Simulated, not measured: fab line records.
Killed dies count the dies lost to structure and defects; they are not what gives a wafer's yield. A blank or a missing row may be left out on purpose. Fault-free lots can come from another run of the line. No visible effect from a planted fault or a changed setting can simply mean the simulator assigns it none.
Which tool is to blame? / flow gf180mcu / 12 lots (36 wafers sampled), 1 step of a 602-step route

== WHAT EACH GAUGE READ, for each wafer ==
GF_HV_LDD_OVL_MEAS_47.
lot=L075; measured=day 12 16:52; on=overlay-02; HV_LDD_03_OVL (nm)=2.4 0.9 0.1
lot=L077; measured=day 13 04:58; on=overlay-02; HV_LDD_03_OVL (nm)=-2.7 -2.3 -1.3
lot=L079; measured=day 13 21:52; on=overlay-02; HV_LDD_03_OVL (nm)=0.2 0.9 1.3
lot=L081; measured=day 15 00:06; on=overlay-02; HV_LDD_03_OVL (nm)=0.6 0.5 1.9
lot=L083; measured=day 15 11:22; on=overlay-01; HV_LDD_03_OVL (nm)=0.4 0.6 1.2
lot=L085; measured=day 16 09:21; on=overlay-02; HV_LDD_03_OVL (nm)=2.1 1.1 1.5
lot=L087; measured=day 16 17:07; on=overlay-01; HV_LDD_03_OVL (nm)=1.7 0.2 -0.2
lot=L089; measured=day 17 20:59; on=overlay-01; HV_LDD_03_OVL (nm)=1.3 0.2 0.5
lot=L090; measured=day 18 08:30; on=overlay-02; HV_LDD_03_OVL (nm)=-3.9 -2.0 -1.7
lot=L093; measured=day 18 22:51; on=overlay-01; HV_LDD_03_OVL (nm)=0.3 0.2 -0.7
lot=L095; measured=day 19 15:11; on=overlay-02; HV_LDD_03_OVL (nm)=2.2 2.3 2.4
lot=L097; measured=day 20 00:33; on=overlay-02; HV_LDD_03_OVL (nm)=-1.8 -0.3 0.9

== TOOL THAT RAN EACH LOT (tool first, then ch and the chambers of the sampled wafers, then the start) ==
There is no process step in the record ahead of these readings.

== THE ANSWER, worked out from the rows above alone ==
Rule: the lots themselves supply what counts as usual. The widest of any qualifying gaps counts: lots, ordered by their means at a reading, are off when they make up no more than a third of the lots, leave a main group of 4 or more, and stand apart from it by 3 or more times the standard deviation of that group's means. Not used: any main group whose means are identical at the precision the tables above print for the reading. Also off: a lot with no number at a reading for which 4 or more lots have one. Where the step has rows for the other lots, those lots are counted as sound.
Nothing can be told from this: no lot is off at any reading shown.

== WHAT HAD BEEN PUT IN BY THE SIMULATOR ==
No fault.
